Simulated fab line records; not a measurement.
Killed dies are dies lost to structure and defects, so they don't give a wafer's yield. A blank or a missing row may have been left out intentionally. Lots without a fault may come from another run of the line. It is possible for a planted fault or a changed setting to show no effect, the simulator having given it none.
fab line records -- flow sky130
[record] lots = 12, wafers = 36, last_day = 50
route steps=708 shown FIELD_ISO@2 NWELL@79
lots untouched by any fault: they come from a run of this same line in which no faults occurred
start_h: the number of hours between the record's first day and the start of the first shown wafer of the lot -- wait_h: time in hours since the lot's previous step -- " as in the row above -- L1.1+2: a row that stands for several wafers -- - no value, or no start was given -- * or withheld: withheld -- < > ~ a bound
route shown NAME@n: NAME is a module with steps in the file, n the number in the route of the first one -- usual: mean and standard deviation over wafers with no fault -- same: alike in all rows -- chamber/n: place in a boat -- sites: each site's reading -- _std_site: their standard deviation -- _edge_site: inner sites' mean taken away from outer sites' mean -- radius_mm: how far each site lies from the wafer's centre -- mask NAME#n: copy n -- behind: tool/chamber where the wafer was last shaped -- hold: reason for holding the lot/hours on hold/outcome of the hold -- device: which transistor (n, p or np) failed to switch -- end of line: tests of these same wafers at the route's end -- where a step has no rows: the recipe by itself -- killed: the dies lost at the first sort to structure and to defects; this is not the yield of the wafer -- map: the dies of a wafer, with x for killed, . for not killed, _ for no die there
set.NAME: the setting as run; set.NAME@STEP: as run at that earlier step -- model.NAME: the simulator's own value behind a step, which no gauge read
the route's steps for a sample of lots (tables are steps, rows are wafers)
services: when a tool's chamber went out of use (start_h, in hours from the record's first day, below 0 if earlier), for how many hours, and the reason
[[steps]]
[step SKY_FIELD_ISO_OXIDATION_01]
[recipe] temp_c = 900, ambient = O2, stabilise_s = 600, purge_s = 300, target_thk_a = 120, ox_time_s = 1843
[usual] ox_time_s = 1843/0, spike_tc_centre_C = 900.9/0.97, spike_tc_lower_C = 900.2/1.1, spike_tc_top_C = 911.0/1.8, zone_power_lower_pct = 20.8/1.7
lot.wafer,tool,chamber,start_h,wait_h,ox_time_s,spike_tc_centre_C,spike_tc_lower_C,spike_tc_top_C,zone_power_lower_pct
L798.2,furnace-02,0,10.39,0.3,1843,901.2,899.9,912.1,21.9
L798.3,furnace-02,0,10.39,0.3,1843,901.6,900.6,909.8,22.3
L798.5,furnace-02,0,10.39,0.3,1843,900.3,900.7,908.4,22.1
L800.2,furnace-02,0,21.35,1.3,1843,899.4,900.5,912.6,22.0
L800.3,furnace-02,0,21.35,1.3,1843,900.9,899.8,912.6,22.0
L800.5,furnace-02,0,21.35,1.3,1843,901.0,901.2,911.2,22.1
L803.1,furnace-02,0,35.48,0.5,1843,899.7,901.1,911.5,21.8
L803.2,furnace-02,0,35.48,0.5,1843,902.2,899.6,913.0,22.0
L803.6,furnace-02,0,35.48,0.5,1843,901.1,900.1,912.2,22.1
L804.1,furnace-02,0,46.55,6.5,2211.6,898.8,900.9,912.2,21.8
L804.2,furnace-02,0,46.55,6.5,2211.6,902.3,901.2,912.6,22.0
L804.3,furnace-02,0,46.55,6.5,2211.6,902.5,900.7,913.3,21.9
L805.2,furnace-02,0,46.55,1.5,2211.6,901.9,899.4,912.3,21.9
L805.3,furnace-02,0,46.55,1.5,2211.6,900.5,900.7,912.5,21.7
L805.4,furnace-02,0,46.55,1.5,2211.6,900.3,900.2,912.6,22.0
L806.1,furnace-02,0,53.91,3.9,2211.6,900.6,899.9,911.7,22.3
L806.2,furnace-02,0,53.91,3.9,2211.6,900.6,901.8,914.7,21.8
L806.5,furnace-02,0,53.91,3.9,2211.6,900.9,901.7,910.7,22.0
L808.2,furnace-01,0,60.12,0.1,1843,900.6,900.6,909.1,18.7
L808.4,furnace-01,0,60.12,0.1,1843,899.9,900.0,908.6,18.5
L808.5,furnace-01,0,60.12,0.1,1843,900.0,900.3,907.5,18.5
L810.1,furnace-01,0,70.72,0.7,1843,901.3,899.0,907.5,18.3
L810.2,furnace-01,0,70.72,0.7,1843,899.7,898.5,909.5,18.5
L810.6,furnace-01,0,70.72,0.7,1843,901.3,899.2,909.8,18.5
L814.1,furnace-01,0,94.15,4.1,1843,901.1,899.0,909.6,18.5
L814.2,furnace-01,0,94.15,4.1,1843,901.1,900.3,909.6,18.4
L814.6,furnace-01,0,94.15,4.1,1843,900.9,900.3,908.8,18.6
L819.1,furnace-01,0,115.12,0.1,1843,900.9,900.4,908.9,18.4
L819.3,furnace-01,0,115.12,0.1,1843,900.4,899.0,909.0,18.6
L819.6,furnace-01,0,115.12,0.1,1843,900.3,899.9,910.7,18.4
L820.1,furnace-01,0,120.75,0.7,1843,901.6,898.6,911.1,18.5
L820.2,furnace-01,0,120.75,0.7,1843,902.1,897.7,907.8,18.7
L820.5,furnace-01,0,120.75,0.7,1843,901.4,898.4,907.7,18.7
L821.3,furnace-01,0,126.56,1.5,1843,899.0,899.1,908.0,18.4
L821.5,furnace-01,0,126.56,1.5,1843,901.4,900.0,910.3,18.4
L821.6,furnace-01,0,126.56,1.5,1843,901.8,897.2,909.4,18.2
[step SKY_FIELD_ISO_THK_MEAS_02]
[recipe] reads = SiO2_of_FIELD_ISO_OXIDATION_01
[usual] FIELD_ISO_OXIDATION_00_THK = 12.09/0.21
lot.wafer,tool,chamber,start_h,wait_h,FIELD_ISO_OXIDATION_00_THK[nm]
L798.2,film_metro-01,-,11.91,0.0,12.38
L798.3,film_metro-01,-,11.91,0.0,12.34
L798.5,film_metro-01,-,11.91,0.0,12.38
L800.2,film_metro-01,-,22.87,0.0,11.93
L800.3,film_metro-01,-,22.87,0.0,12.05
L800.5,film_metro-01,-,22.87,0.0,11.93
L803.1,film_metro-01,-,36.99,0.0,11.98
L803.2,film_metro-01,-,36.99,0.0,12.06
L803.6,film_metro-01,-,36.99,0.0,11.84
L804.1,film_metro-01,-,48.06,0.0,13.89
L804.2,film_metro-01,-,48.06,0.0,13.88
L804.3,film_metro-01,-,48.06,0.0,14.10
L805.2,film_metro-04,-,48.07,0.0,13.68
L805.3,film_metro-04,-,48.07,0.0,13.70
L805.4,film_metro-04,-,48.07,0.0,13.69
L806.1,film_metro-02,-,55.42,0.0,13.87
L806.2,film_metro-02,-,55.42,0.0,14.06
L806.5,film_metro-02,-,55.42,0.0,14.19
L808.2,film_metro-01,-,61.64,0.0,12.06
L808.4,film_metro-01,-,61.64,0.0,11.97
L808.5,film_metro-01,-,61.64,0.0,11.97
L810.1,film_metro-02,-,72.23,0.0,11.86
L810.2,film_metro-02,-,72.23,0.0,11.78
L810.6,film_metro-02,-,72.23,0.0,11.89
L814.1,film_metro-01,-,95.66,0.0,11.72
L814.2,film_metro-01,-,95.66,0.0,11.79
L814.6,film_metro-01,-,95.66,0.0,11.84
L819.1,film_metro-02,-,116.63,0.0,12.06
L819.3,film_metro-02,-,116.63,0.0,12.07
L819.6,film_metro-02,-,116.63,0.0,12.05
L820.1,film_metro-02,-,122.26,0.0,12.09
L820.2,film_metro-02,-,122.26,0.0,12.09
L820.5,film_metro-02,-,122.26,0.0,12.21
L821.3,film_metro-04,-,128.09,0.0,11.83
L821.5,film_metro-04,-,128.09,0.0,11.83
L821.6,film_metro-04,-,128.09,0.0,11.75
[step SKY_FIELD_ISO_STRIP_16]
[recipe] chemistry = O2/N2, power_w = 1400, pressure_mtorr = 1500, platen_temp_c = withheld, o2_flow_sccm = 3000, n2_flow_sccm = 300, overash_fraction = 0.5
[usual] drypump_motor_current_A = 6.0/0.53, oes_product_au = 0.378/0.0046, strip_time_to_endpoint_s = 3.547/0.027
lot.wafer,tool,chamber,start_h,wait_h,drypump_motor_current_A,oes_product_au,rf_hours_counter_h,strip_time_to_endpoint_s
L798.2,plasma_asher-04,0,29.17,0.0,5.7,0.373,24,3.520
L798.3,plasma_asher-04,1,29.17,0.0,6.6,0.378,-,3.515
L798.5,plasma_asher-04,0,29.17,0.0,5.7,0.387,-,3.583
L800.2,plasma_asher-03,0,41.36,0.0,5.8,0.376,34,3.497
L800.3,plasma_asher-03,0,41.36,0.0,5.8,0.373,-,3.561
L800.5,plasma_asher-03,0,41.36,0.0,5.8,0.381,-,3.560
L803.1,plasma_asher-04,1,52.98,0.0,6.6,0.381,27,3.574
L803.2,plasma_asher-04,0,52.98,0.0,5.7,0.368,27,3.509
L803.6,plasma_asher-04,0,52.98,0.0,5.7,0.374,-,3.549
L804.1,plasma_asher-04,1,66.21,0.0,6.6,0.378,29,3.551
L804.2,plasma_asher-04,0,66.21,0.0,5.7,0.382,29,3.603
L804.3,plasma_asher-04,0,66.21,0.0,5.7,0.378,-,3.556
L805.2,plasma_asher-04,0,67.16,0.0,5.7,0.372,29,3.500
L805.3,plasma_asher-04,0,67.16,0.0,5.7,0.379,-,3.566
L805.4,plasma_asher-04,1,67.16,0.0,6.6,0.377,-,3.476
L806.1,plasma_asher-03,0,73.96,0.0,5.8,0.374,38,3.558
L806.2,plasma_asher-03,1,73.96,0.0,5.3,0.380,38,3.548
L806.5,plasma_asher-03,0,73.96,0.0,5.8,0.374,-,3.560
L808.2,plasma_asher-03,1,81.86,0.0,5.3,0.374,39,3.583
L808.4,plasma_asher-03,0,81.86,0.0,5.8,0.382,-,3.579
L808.5,plasma_asher-03,0,81.86,0.0,5.8,0.377,-,3.558
L810.1,plasma_asher-04,1,90.47,0.0,6.6,0.377,32,3.566
L810.2,plasma_asher-04,0,90.47,0.0,5.7,0.372,32,3.601
L810.6,plasma_asher-04,1,90.47,0.0,6.6,0.382,-,3.527
L814.1,plasma_asher-02,0,115.11,0.0,6.1,0.381,37,3.537
L814.2,plasma_asher-02,1,115.11,0.0,6.9,0.376,37,3.564
L814.6,plasma_asher-02,1,115.11,0.0,6.8,0.378,-,3.557
L819.1,plasma_asher-02,1,138.16,0.0,6.8,0.378,39,3.499
L819.3,plasma_asher-02,1,138.16,0.0,6.8,0.381,-,3.542
L819.6,plasma_asher-02,1,138.16,0.0,6.8,0.374,-,3.556
L820.1,plasma_asher-02,1,143.02,0.0,6.8,0.376,39,3.509
L820.2,plasma_asher-02,0,143.02,0.0,6.1,0.374,39,3.535
L820.5,plasma_asher-02,0,143.02,0.0,6.0,0.370,-,3.511
L821.3,plasma_asher-03,1,149.15,0.1,5.3,0.381,-,3.514
L821.5,plasma_asher-03,1,149.15,0.1,5.3,0.374,-,3.507
L821.6,plasma_asher-03,0,149.15,0.1,5.8,0.373,-,3.554
[step SKY_FIELD_ISO_CMP_27]
[recipe] stop_on = Si3N4, t_overpolish_s = 16, down_force_psi = 4, platen_rpm = 60, target_thk_nm = 457.8, pad_velocity_m_s = 0.94248
[usual] motor_current_A = 11.8/0.67
lot.wafer,tool,chamber,start_h,wait_h,motor_current_A
L798.3,cmp-01,1,38.93,0.4,12.1
L798.2,cmp-01,3,38.93,0.4,11.2
L798.5,cmp-01,0,38.93,0.4,11.8
L800.3,cmp-01,3,51.55,0.3,10.5
L800.2,cmp-01,2,51.55,0.3,12.1
L800.5,cmp-01,3,51.55,0.3,10.7
L803.2,cmp-01,2,59.44,0.0,11.8
L803.1,cmp-01,0,59.44,0.0,12.6
L803.6,cmp-01,2,59.44,0.0,12.2
L804.3,cmp-01,2,70.29,0.0,12.2
L804.1,cmp-01,3,70.29,0.0,10.5
L804.2,cmp-01,1,70.29,0.0,12.3
L805.2,cmp-01,0,71.79,0.0,12.1
L805.4,cmp-01,1,71.79,0.0,12.4
L805.3,cmp-01,3,71.79,0.0,10.3
L806.1,cmp-01,2,78.82,0.1,12.2
L806.2,cmp-01,0,78.82,0.1,12.6
L806.5,cmp-01,2,78.82,0.1,12.3
L808.2,cmp-02,3,88.86,0.2,10.7
L808.4,cmp-02,0,88.86,0.2,12.3
L808.5,cmp-02,2,88.86,0.2,11.6
L810.2,cmp-01,1,100.24,0.0,11.9
L810.1,cmp-01,3,100.24,0.0,11.0
L810.6,cmp-01,2,100.24,0.0,11.5
L814.1,cmp-01,1,119.59,0.0,11.4
L814.2,cmp-01,0,119.59,0.0,12.6
L814.6,cmp-01,1,119.59,0.0,12.1
L819.1,cmp-01,2,142.63,0.1,11.9
L819.3,cmp-01,0,142.63,0.1,12.0
L819.6,cmp-01,1,142.63,0.1,12.0
L820.2,cmp-01,2,150.04,0.1,12.2
L820.1,cmp-01,0,150.04,0.1,12.1
L820.5,cmp-01,2,150.04,0.1,11.9
L821.3,cmp-01,0,153.19,0.2,12.4
L821.5,cmp-01,3,153.19,0.2,10.5
L821.6,cmp-01,0,153.19,0.2,12.1
[step SKY_NWELL_TW_MEAS_26]
[usual] NWELL_2_TW = 491/5.2
lot.wafer,tool,chamber,start_h,wait_h,NWELL_2_TW
L798.2,film_metro-04,-,113.14,0.1,499
L798.3,film_metro-04,-,113.14,0.1,501
L798.5,film_metro-04,-,113.14,0.1,501
L800.2,film_metro-03,-,125.39,0.1,490
L800.3,film_metro-03,-,125.39,0.1,490
L800.5,film_metro-03,-,125.39,0.1,489
L803.1,film_metro-04,-,129.84,0.1,498
L803.2,film_metro-04,-,129.84,0.1,500
L803.6,film_metro-04,-,129.84,0.1,500
L804.1,film_metro-02,-,146.33,0.1,487
L804.2,film_metro-02,-,146.33,0.1,485
L804.3,film_metro-02,-,146.33,0.1,484
L805.2,film_metro-03,-,146.50,0.1,494
L805.3,film_metro-03,-,146.50,0.1,494
L805.4,film_metro-03,-,146.50,0.1,494
L806.1,film_metro-03,-,154.98,0.1,491
L806.2,film_metro-03,-,154.98,0.1,491
L806.5,film_metro-03,-,154.98,0.1,491
L808.2,film_metro-02,-,168.79,0.1,489
L808.4,film_metro-02,-,168.79,0.1,485
L808.5,film_metro-02,-,168.79,0.1,485
L810.1,film_metro-02,-,180.73,0.1,485
L810.2,film_metro-02,-,180.73,0.1,488
L810.6,film_metro-02,-,180.73,0.1,486
L814.1,film_metro-02,-,206.14,0.1,486
L814.2,film_metro-02,-,206.14,0.1,487
L814.6,film_metro-02,-,206.14,0.1,483
L819.1,film_metro-04,-,230.98,0.1,502
L819.3,film_metro-04,-,230.98,0.1,501
L819.6,film_metro-04,-,230.98,0.1,501
L820.1,film_metro-03,-,237.33,0.1,491
L820.2,film_metro-03,-,237.33,0.1,492
L820.5,film_metro-03,-,237.33,0.1,492
L821.3,film_metro-03,-,242.60,0.1,490
L821.5,film_metro-03,-,242.60,0.1,490
L821.6,film_metro-03,-,242.60,0.1,494
[[services]]
tool,chamber,start_h,hours,kind
plasma_asher-02,-,14.16,15.6,pm
plasma_asher-03,-,19.94,14.6,pm
furnace-01,-,24.84,14.9,pm
cmp-02,-,36.85,1.9,repair
plasma_asher-02,-,37.09,34.3,repair
furnace-01,-,39.70,4.7,pm
plasma_asher-02,-,44.06,4.2,repair
furnace-02,-,48.06,4.6,pm
cmp-02,-,64.00,4.0,pm
furnace-01,-,75.11,3.6,pm
plasma_asher-02,-,77.68,14.6,pm
cmp-02,-,79.41,6.4,pm
plasma_asher-03,-,84.62,1.5,repair
cmp-01,-,85.83,6.4,pm
furnace-01,-,89.72,3.0,pm
cmp-01,-,92.20,5.7,pm
plasma_asher-03,-,108.75,9.0,pm
plasma_asher-03,0,108.75,9.0,vent_cycle
plasma_asher-03,1,108.75,9.0,vent_cycle
plasma_asher-04,-,113.94,2.8,pm
plasma_asher-03,0,117.75,-,clean
plasma_asher-03,1,117.75,-,clean
furnace-02,-,119.59,4.1,pm
cmp-02,-,151.75,5.9,pm
[[key]]
[first_sign] step = SKY_FIELD_ISO_OXIDATION_01, reading = ox_time_s, direction = up, sigmas = 99+, usual = *, struck = *
[effect] step = SKY_FIELD_ISO_THK_MEAS_02, reading = FIELD_ISO_OXIDATION_00_THK, direction = up, sigmas = 8.5, usual = 12.09, struck = 13.89
met_at SKY_FIELD_ISO_OXIDATION_01
struck_lots L804,L805,L806
tester_left_out L804,L805,L806
not_acting_at SKY_FIELD_ISO_STRIP_16,SKY_FIELD_ISO_CMP_27,SKY_NWELL_TW_MEAS_26
onset_between 35.48 46.55
[fault] kind = process_parameter_drift, tool = furnace-02, chamber = -, onset_h = 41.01, steps = SKY_FIELD_ISO_OXIDATION_01, channel = ox_time_s, offset = *, shape = step, end_h = 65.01, acts_in = *, stated = *
// tester_left_out: of these lots the tester's yield and bins aren't shown, on N5 and GAA mostly nor the transistor test; their killed dies are dies lost to structure and defects alone, not to doping, threshold or leakage, so they don't give the yield
